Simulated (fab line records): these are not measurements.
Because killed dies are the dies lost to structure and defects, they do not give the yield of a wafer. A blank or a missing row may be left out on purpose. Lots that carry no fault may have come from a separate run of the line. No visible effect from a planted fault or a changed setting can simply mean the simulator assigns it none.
fab line records	flow sky130
record lots=7	wafers=20	lastDay=51
route steps=708 shown NWELL@63 PAD_OPEN@708
lots with no fault: from the same line, run without faults
startH: hours from the record's opening day to when the first of the lot's shown wafers began	waitH: hours since the lot's step before	" same as the row above	L1.1+2: one row covering several wafers at once	- no value, or no start was given	* or withheld: withheld	< > ~ a bound
route shown NAME@n: NAME is a module with steps in the file, n the number in the route of the first one	usual: mean and standard deviation over wafers with no fault	same: alike in all rows	chamber/n: place in a boat	sites: the reading at each site	_std_site: the standard deviation of these	_edge_site: mean of outer sites minus mean of inner sites	radiusMm: how far each site lies from the wafer's centre	mask NAME#n: copy n	behind: tool/chamber where the wafer was last shaped	hold: cause of the lot's hold/its duration in hours/its outcome	device: whichever transistor did not switch (one of n, p or np)	end of line: the same wafers' tests at the end of the route	a step without rows: its recipe alone	killed: not the wafer's yield, but the dies lost to structure and defects at the first sort	map: the dies of a wafer, with x for killed, . for not killed, _ for no die there
set.NAME: the setting as run; set.NAME@STEP: as run at that earlier step	model.NAME: the simulator's own value behind a step, which no gauge read
lots at selected steps of the route; one table per step, one row per wafer
services: the hour from which a tool's chamber was out of use, counted from the record's first day as startH (under 0 if before that day), plus the number of hours and why
## steps
# step SKY_NWELL_OVL_MEAS_10
# usual NWELL_00_OVL=-0.2/1.5
lot.wafer	tool	chamber	startH	waitH	NWELL_00_OVL[nm]
L392.2	overlay-01	-	109.91	-	0.4
L392.3	"	-	"	"	0.1
L392.4	"	-	"	"	1.0
L395.3	overlay-01	-	129.24	-	-2.0
L395.4	"	-	"	"	0.1
L395.6	"	-	"	"	0.7
L396.1	overlay-01	-	135.50	-	-1.5
L396.2	"	-	"	"	0.2
L396.5	"	-	"	"	0.7
L398.5	overlay-02	-	150.09	-	2.7
L398.6	"	-	"	"	0.8
L407.3	overlay-02	-	199.21	-	-1.2
L407.4	"	-	"	"	1.2
L407.5	"	-	"	"	0.0
L409.1	overlay-01	-	209.20	-	1.5
L409.2	"	-	"	"	0.7
L409.3	"	-	"	"	1.7
L411.1	overlay-01	-	218.45	-	-3.1
L411.4	"	-	"	"	-1.7
L411.6	"	-	"	"	-3.6
# step SKY_NWELL_IMPLANT_11
# recipe species=P	energyKev=400	doseCm2=1.9e+13	tiltDeg=withheld
# step SKY_NWELL_IMPLANT_12
# recipe species=P	energyKev=120	doseCm2=1.3e+12	tiltDeg=withheld
# step SKY_NWELL_IMPLANT_13
# recipe species=P	energyKev=50	doseCm2=7e+11	tiltDeg=withheld
# step SKY_NWELL_STRIP_14
# recipe chemistry=O2/N2	powerW=1400	pressureMtorr=1500	platenTempC=withheld	o2FlowSccm=3000	n2FlowSccm=300	overashFraction=0.5
# usual drypumpMotorCurrentA=5.9/0.56	n2FlowSccm=299.9/0.88	oesProductAu=0.723/0.0045	stripTimeToEndpointS=36.99/0.082
lot.wafer	tool	chamber	startH	waitH	drypumpMotorCurrentA	n2FlowSccm	oesProductAu	rfHoursCounterH	stripTimeToEndpointS
L392.2	plasmaAsher-04	0	110.39	0.1	5.9	300.0	0.720	24	37.09
L392.3	"	1	"	"	6.5	301.3	0.718	-	37.10
L392.4	"	0	"	"	5.9	300.4	0.727	-	37.02
L395.3	plasmaAsher-02	1	129.75	0.1	4.7	298.1	0.730	-	37.07
L395.4	"	0	"	"	6.2	298.4	0.723	-	37.04
L395.6	"	0	"	"	6.2	298.4	0.726	-	37.01
L396.1	plasmaAsher-04	0	135.99	0.1	5.9	300.2	0.730	27	37.00
L396.2	"	1	"	"	6.5	300.0	0.720	27	37.03
L396.5	"	0	"	"	5.9	300.4	0.721	-	37.01
L398.5	plasmaAsher-04	0	150.62	0.1	5.9	299.4	0.720	-	37.15
L398.6	"	1	"	"	6.5	298.8	0.727	-	36.98
L407.3	plasmaAsher-02	1	199.72	0.1	4.7	299.6	0.724	-	37.00
L407.4	"	0	"	"	6.2	299.3	0.717	-	37.08
L407.5	"	1	"	"	4.7	300.7	0.729	-	37.00
L409.1	plasmaAsher-04	1	209.69	0.1	6.5	300.2	0.723	33	37.02
L409.2	"	0	"	"	5.9	299.5	0.719	33	36.89
L409.3	"	0	"	"	5.9	298.7	0.719	-	36.98
L411.1	plasmaAsher-04	1	218.94	0.1	6.5	300.2	0.719	34	37.00
L411.4	"	1	"	"	6.5	300.2	0.719	-	37.01
L411.6	"	1	"	"	6.5	300.1	0.723	-	37.06
# step SKY_NWELL_TW_MEAS_15
# usual NWELL_TW=1832/24
lot.wafer	tool	chamber	startH	waitH	NWELL_TW
L392.2	filmMetro-01	-	110.50	0.1	1824
L392.3	"	-	"	"	1826
L392.4	"	-	"	"	1821
L395.3	filmMetro-04	-	129.84	0.1	1855
L395.4	"	-	"	"	1849
L395.6	"	-	"	"	1845
L396.1	filmMetro-04	-	136.09	0.1	1858
L396.2	"	-	"	"	1848
L396.5	"	-	"	"	1848
L398.5	filmMetro-01	-	150.69	0.0	1820
L398.6	"	-	"	"	1816
L407.3	filmMetro-04	-	199.81	0.1	1862
L407.4	"	-	"	"	1871
L407.5	"	-	"	"	1861
L409.1	filmMetro-01	-	209.79	0.1	1822
L409.2	"	-	"	"	1826
L409.3	"	-	"	"	1819
L411.1	filmMetro-04	-	219.04	0.1	1857
L411.4	"	-	"	"	1877
L411.6	"	-	"	"	1879
# step SKY_NWELL_DEHYDRATE_16
# recipe tempC=200	timeS=60
# step SKY_NWELL_HMDS_17
# recipe primeTimeS=60	primeTempC=120
# step SKY_NWELL_COAT_18
# recipe spinRpm=2000	resistThkNm=3000
# step SKY_NWELL_SOFTBAKE_19
# recipe tempC=110	timeS=withheld
# step SKY_NWELL_EXPOSE_20
# recipe maskId=NWM_COMPLEMENT	na=0.6	sourceShape=conventional	sigmaOuter=0.6	polarization=unpolarized	targetCdNm=840	doseMj=260
# step SKY_NWELL_PEB_21
# recipe tempC=115	timeS=withheld
# step SKY_NWELL_DEVELOP_22
# recipe wallAngleDeg=90	developer=TMAH	developTimeS=60	devTempC=23
# usual developerTempC=23.01/0.12	exhaustPa=45.0/0.88
lot.wafer	tool	chamber	startH	waitH	developerTempC	exhaustPa
L392.2	lithoTrack-03	0	129	-	23.08	45.8
L392.3	"	0	"	"	23.11	46.7
L392.4	"	0	"	"	23.13	46.3
L395.3	lithoTrack-04	0	148	-	22.69	44.8
L395.4	"	0	"	"	22.74	46.4
L395.6	"	0	"	"	22.88	45.1
L396.1	lithoTrack-04	0	155	-	23.08	44.1
L396.2	"	0	"	"	22.99	45.8
L396.5	"	0	"	"	23.03	45.5
L398.5	lithoTrack-04	0	169	-	22.97	45.6
L398.6	"	0	"	"	23.15	44.3
L407.3	lithoTrack-02	0	222	-	22.97	44.9
L407.4	"	0	"	"	23.02	45.4
L407.5	"	0	"	"	22.89	45.2
L409.1	lithoTrack-04	0	232	-	23.08	45.1
L409.2	"	0	233	-	23.17	45.9
L409.3	"	0	"	"	23.05	45.6
L411.1	lithoTrack-03	0	242	-	22.93	44.8
L411.4	"	0	"	"	22.83	44.6
L411.6	"	0	"	"	22.78	45.1
# step SKY_NWELL_OVL_MEAS_23
# usual NWELL_01_OVL=0.6/1.5
lot.wafer	tool	chamber	startH	waitH	NWELL_01_OVL[nm]
L392.2	overlay-02	-	129.22	-	4.0
L392.3	"	-	"	"	2.9
L392.4	"	-	"	"	5.2
L395.3	overlay-02	-	148.99	-	0.0
L395.4	"	-	"	"	0.4
L395.6	"	-	"	"	-
L396.1	overlay-02	-	155.98	-	1.0
L396.2	"	-	"	"	1.1
L396.5	"	-	"	"	-
L398.5	overlay-01	-	169.36	-	-
L398.6	"	-	"	"	-
L407.3	overlay-02	-	222.45	-	2.7
L407.4	"	-	"	"	2.0
L407.5	"	-	"	"	2.5
L409.1	overlay-02	-	233.13	-	2.2
L409.2	"	-	"	"	-1.4
L409.3	"	-	"	"	2.1
L411.1	overlay-02	-	242.81	-	2.5
L411.4	"	-	"	"	0.3
L411.6	"	-	"	"	1.3
# step SKY_NWELL_IMPLANT_24
# recipe species=B	energyKev=140	doseCm2=9.2e+12	tiltDeg=withheld
# step SKY_PAD_OPEN_PROBE_99
# usual killed_at_M0_to_M3=43/7	killed_at_M4_up=3.1/1.5	killedAtContacts=23/4.9	killedAtFrontEnd=16/3.9	killedAtOther=0.3/0.52	killedDies=86/8.2	killedOnRim=16/3.7	killedOpen=47/6.1	killedShort=38/5.8
# same grossDies=492	killedAtBackSide=0
lot.wafer	tool	chamber	startH	waitH	hold	killed_at_M0_to_M3	killed_at_M4_up	killedAtContacts	killedAtFrontEnd	killedAtOther	killedDies	killedOnRim	killedOpen	killedShort
L392.2	prober-02	-	1133.37	0.1	-	50	4	16	14	0	84	20	39	45
L392.3	prober-02	-	1133.42	0.2	-	40	2	33	11	0	86	20	42	41
L392.4	prober-02	-	1133.47	0.2	-	42	2	28	14	0	86	16	51	35
L395.3	prober-01	-	1153.24	0.2	awaitDispo/4.4h/release	46	5	23	23	1	98	20	47	50
L395.4	prober-01	-	1153.29	0.2	awaitDispo/4.4h/release	34	1	18	11	0	64	15	31	33
L395.6	prober-01	-	1153.39	0.2	awaitDispo/4.4h/release	44	3	18	427	0	492	96	44	40
L396.1	prober-02	-	1164.35	0.1	awaitDispo/13.3h/release	47	2	12	22	0	83	14	49	34
L396.2	prober-02	-	1164.40	0.1	awaitDispo/13.3h/release	37	3	28	16	0	84	19	56	28
L396.5	prober-02	-	1164.55	0.2	awaitDispo/13.3h/release	49	3	12	428	0	492	96	34	47
L398.5	prober-01	-	1175.28	0.2	awaitDispo/8.2h/release	40	2	24	426	0	492	96	46	32
L398.6	prober-01	-	1175.33	0.2	awaitDispo/8.2h/release	31	6	33	421	1	492	96	50	37
L407.3	prober-02	-	1218.41	0.2	-	45	4	23	16	0	88	16	44	42
L407.4	prober-02	-	1218.46	0.2	-	39	2	23	20	0	84	10	51	33
L407.5	prober-02	-	1218.51	0.2	-	46	7	19	9	1	82	11	49	33
L409.1	prober-01	-	1223.84	0.1	-	42	5	29	13	0	89	22	53	36
L409.2	prober-01	-	1223.89	0.1	-	39	2	21	18	0	80	13	48	32
L409.3	prober-01	-	1223.94	0.2	-	45	6	25	16	0	92	23	50	42
L411.1	prober-02	-	1225.41	0.1	-	44	2	23	14	0	83	16	43	40
L411.4	prober-02	-	1225.56	0.2	-	35	2	28	13	2	80	24	44	36
L411.6	prober-02	-	1225.66	0.2	-	43	5	29	10	0	87	17	49	38
# killed by level:class
L392.2 METAL1:geometricParticle:short=9 VIA1:geometricParticle:open=9 METAL3:geometricParticle:short=7 VIA2:geometricParticle:open=6 CONTACT:geometricParticle:open=6 VIA1:geometricParticle:short=6 POLY_GATE:geometricParticle:open=4 LI_CONTACT:geometricParticle:open=4
L392.3 CONTACT:geometricParticle:open=10 VIA1:geometricParticle:open=8 LOCAL_INTERCONNECT:geometricParticle:short=7 CONTACT:geometricParticle:short=7 LI_CONTACT:geometricParticle:open=6 METAL1:geometricParticle:short=6 FIELD_ISO:geometricParticle:open=5 METAL2:geometricParticle:short=5
L392.4 VIA1:geometricParticle:open=16 LI_CONTACT:geometricParticle:open=9 CONTACT:geometricParticle:open=9 VIA1:geometricParticle:short=6 CONTACT:geometricParticle:short=6 VIA3:geometricParticle:open=5 FIELD_ISO:geometricParticle:short=4 FIELD_ISO:geometricParticle:open=4
L395.3 VIA1:geometricParticle:open=12 CONTACT:geometricParticle:open=9 POLY_GATE:geometricParticle:short=8 CONTACT:geometricParticle:short=7 POLY_GATE:geometricParticle:open=6 METAL1:geometricParticle:short=6 VIA1:geometricParticle:short=6 METAL2:geometricParticle:short=5
L395.4 VIA1:geometricParticle:open=7 FIELD_ISO:geometricParticle:short=5 LI_CONTACT:geometricParticle:open=5 CONTACT:geometricParticle:open=5 CONTACT:geometricParticle:short=4 METAL1:geometricParticle:short=4 VIA1:geometricParticle:short=4 METAL2:geometricParticle:short=4
L395.6 NWELL:areaDevelop=408 VIA1:geometricParticle:open=11 CONTACT:geometricParticle:open=10 METAL1:geometricParticle:short=7 FIELD_ISO:geometricParticle:short=6 FIELD_ISO:geometricParticle:open=5 LOCAL_INTERCONNECT:geometricParticle:short=4 VIA2:geometricParticle:short=4
L396.1 VIA1:geometricParticle:open=10 VIA3:geometricParticle:open=9 FIELD_ISO:geometricParticle:open=8 CONTACT:geometricParticle:open=7 FIELD_ISO:geometricParticle:short=6 METAL1:geometricParticle:short=6 VIA1:geometricParticle:short=5 CONTACT:geometricParticle:short=3
L396.2 VIA1:geometricParticle:open=14 CONTACT:geometricParticle:open=12 LI_CONTACT:geometricParticle:open=8 FIELD_ISO:geometricParticle:open=5 POLY_GATE:geometricParticle:open=5 VIA2:geometricParticle:open=5 CONTACT:geometricParticle:short=4 VIA1:geometricParticle:short=4
L396.5 NWELL:areaDevelop=411 METAL1:geometricParticle:short=11 VIA1:geometricParticle:open=9 VIA3:geometricParticle:open=6 FIELD_ISO:geometricParticle:short=5 METAL2:geometricParticle:short=5 VIA1:geometricParticle:short=5 POLY_GATE:geometricParticle:short=4
L398.5 NWELL:areaDevelop=414 LI_CONTACT:geometricParticle:open=10 VIA2:geometricParticle:open=9 VIA1:geometricParticle:open=9 LOCAL_INTERCONNECT:geometricParticle:short=7 VIA3:geometricParticle:short=5 CONTACT:geometricParticle:short=4 VIA3:geometricParticle:open=4
L398.6 NWELL:areaDevelop=405 CONTACT:geometricParticle:open=11 LI_CONTACT:geometricParticle:open=8 VIA2:geometricParticle:open=8 METAL4:geometricParticle:short=6 VIA1:geometricParticle:open=6 VIA3:geometricParticle:open=6 LOCAL_INTERCONNECT:geometricParticle:short=5
L407.3 VIA1:geometricParticle:open=14 VIA2:geometricParticle:open=6 POLY_GATE:geometricParticle:short=5 LI_CONTACT:geometricParticle:open=5 LOCAL_INTERCONNECT:geometricParticle:short=5 CONTACT:geometricParticle:open=5 METAL1:geometricParticle:short=5 VIA2:geometricParticle:short=5
L407.4 VIA1:geometricParticle:open=11 LI_CONTACT:geometricParticle:open=10 CONTACT:geometricParticle:open=8 FIELD_ISO:geometricParticle:short=7 VIA3:geometricParticle:open=6 POLY_GATE:geometricParticle:open=5 METAL1:geometricParticle:short=5 VIA1:geometricParticle:short=5
L407.5 VIA1:geometricParticle:open=16 VIA3:geometricParticle:open=8 METAL4:geometricParticle:short=5 LOCAL_INTERCONNECT:geometricParticle:open=4 LOCAL_INTERCONNECT:geometricParticle:short=4 VIA2:geometricParticle:open=4 METAL3:geometricParticle:short=4 FIELD_ISO:geometricParticle:open=3
L409.1 LI_CONTACT:geometricParticle:open=10 VIA1:geometricParticle:open=10 CONTACT:geometricParticle:open=9 VIA2:geometricParticle:open=8 FIELD_ISO:geometricParticle:short=6 METAL2:geometricParticle:short=6 CONTACT:geometricParticle:short=4 METAL4:geometricParticle:short=4
L409.2 VIA1:geometricParticle:open=11 CONTACT:geometricParticle:open=10 VIA1:geometricParticle:short=7 METAL2:geometricParticle:short=7 FIELD_ISO:geometricParticle:short=5 POLY_GATE:geometricParticle:open=5 LI_CONTACT:geometricParticle:open=5 VIA2:geometricParticle:open=5
L409.3 VIA1:geometricParticle:open=14 LI_CONTACT:geometricParticle:open=9 METAL4:geometricParticle:short=6 FIELD_ISO:geometricParticle:open=5 CONTACT:geometricParticle:short=5 VIA1:geometricParticle:short=5 VIA2:geometricParticle:open=4 CONTACT:geometricParticle:open=4
L411.1 VIA1:geometricParticle:open=15 LI_CONTACT:geometricParticle:open=7 LOCAL_INTERCONNECT:geometricParticle:short=5 CONTACT:geometricParticle:open=5 VIA1:geometricParticle:short=5 VIA2:geometricParticle:open=5 METAL2:geometricParticle:short=5 LI_CONTACT:geometricParticle:short=4
L411.4 CONTACT:geometricParticle:open=11 LI_CONTACT:geometricParticle:open=9 METAL1:geometricParticle:short=6 VIA1:geometricParticle:short=6 VIA1:geometricParticle:open=5 VIA2:geometricParticle:open=5 VIA3:geometricParticle:open=5 FIELD_ISO:geometricParticle:short=3
L411.6 CONTACT:geometricParticle:open=11 VIA1:geometricParticle:open=9 VIA2:geometricParticle:open=7 VIA1:geometricParticle:short=6 LI_CONTACT:geometricParticle:open=6 CONTACT:geometricParticle:short=6 VIA3:geometricParticle:open=5 METAL2:geometricParticle:short=5
# map L395.6 (x killed, . not)
__________xxxxxxxxxx_________
________xxxxxxxxxxxxxx_______
______xxxxxxxxxxxxxxxxxx_____
_____xxxxxxxxxxxxxxxxxxxx____
____xxxxxxxxxxxxxxxxxxxxxx___
___xxxxxxxxxxxxxxxxxxxxxxxx__
__xxxxxxxxxxxxxxxxxxxxxxxxxx_
_xxxxxxxxxxxxxxxxxxxxxxxxxxxx
_xxxxxxxxxxxxxxxxxxxxxxxxxxxx
_xxxxxxxxxxxxxxxxxxxxxxxxxxxx
_xxxxxxxxxxxxxxxxxxxxxxxxxxxx
_xxxxxxxxxxxxxxxxxxxxxxxxxxxx
_xxxxxxxxxxxxxxxxxxxxxxxxxxxx
_xxxxxxxxxxxxxxxxxxxxxxxxxxxx
_xxxxxxxxxxxxxxxxxxxxxxxxxxxx
__xxxxxxxxxxxxxxxxxxxxxxxxxx_
___xxxxxxxxxxxxxxxxxxxxxxxx__
____xxxxxxxxxxxxxxxxxxxxxx___
_____xxxxxxxxxxxxxxxxxxxx____
______xxxxxxxxxxxxxxxxxx_____
________xxxxxxxxxxxxxx_______
__________xxxxxxxxxx_________
# map L396.5 (x killed, . not)
__________xxxxxxxxxx_________
________xxxxxxxxxxxxxx_______
______xxxxxxxxxxxxxxxxxx_____
_____xxxxxxxxxxxxxxxxxxxx____
____xxxxxxxxxxxxxxxxxxxxxx___
___xxxxxxxxxxxxxxxxxxxxxxxx__
__xxxxxxxxxxxxxxxxxxxxxxxxxx_
_xxxxxxxxxxxxxxxxxxxxxxxxxxxx
_xxxxxxxxxxxxxxxxxxxxxxxxxxxx
_xxxxxxxxxxxxxxxxxxxxxxxxxxxx
_xxxxxxxxxxxxxxxxxxxxxxxxxxxx
_xxxxxxxxxxxxxxxxxxxxxxxxxxxx
_xxxxxxxxxxxxxxxxxxxxxxxxxxxx
_xxxxxxxxxxxxxxxxxxxxxxxxxxxx
_xxxxxxxxxxxxxxxxxxxxxxxxxxxx
__xxxxxxxxxxxxxxxxxxxxxxxxxx_
___xxxxxxxxxxxxxxxxxxxxxxxx__
____xxxxxxxxxxxxxxxxxxxxxx___
_____xxxxxxxxxxxxxxxxxxxx____
______xxxxxxxxxxxxxxxxxx_____
________xxxxxxxxxxxxxx_______
__________xxxxxxxxxx_________
## services
tool	chamber	startH	hours	kind
lithoTrack-02	-	152.09	-	consumableReplace:filter
plasmaAsher-04	-	157.23	10.0	pm
plasmaAsher-04	-	167.23	3.3	pm
plasmaAsher-02	-	187.87	1.0	repair
## key
firstSign step=SKY_NWELL_OVL_MEAS_23	reading=NWELL_01_OVL	direction=missing
effect step=SKY_PAD_OPEN_PROBE_99	reading=killedAtFrontEnd	direction=up	sigmas=99+	usual=16	struck=426
moreKillsBornAt SKY_NWELL_DEVELOP_22@lithoTrack-04=1638
metAt SKY_NWELL_DEVELOP_22
struckWafers L395.6,L396.5,L398.5,L398.6
testerLeftOut L395,L396,L398
fault kind=processParameterDrift	tool=lithoTrack-04	chamber=-	onsetH=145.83	steps=SKY_NWELL_DEVELOP_22	channel=developTimeS	offset=*	shape=step	endH=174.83	scope=struckWafersOnly	actsIn=*	stated=*
# testerLeftOut: of these lots the tester's yield and bins aren't shown, on N5 and GAA mostly nor the transistor test; their killed dies are dies lost to structure and defects alone, not to doping, threshold or leakage, so they don't give the yield
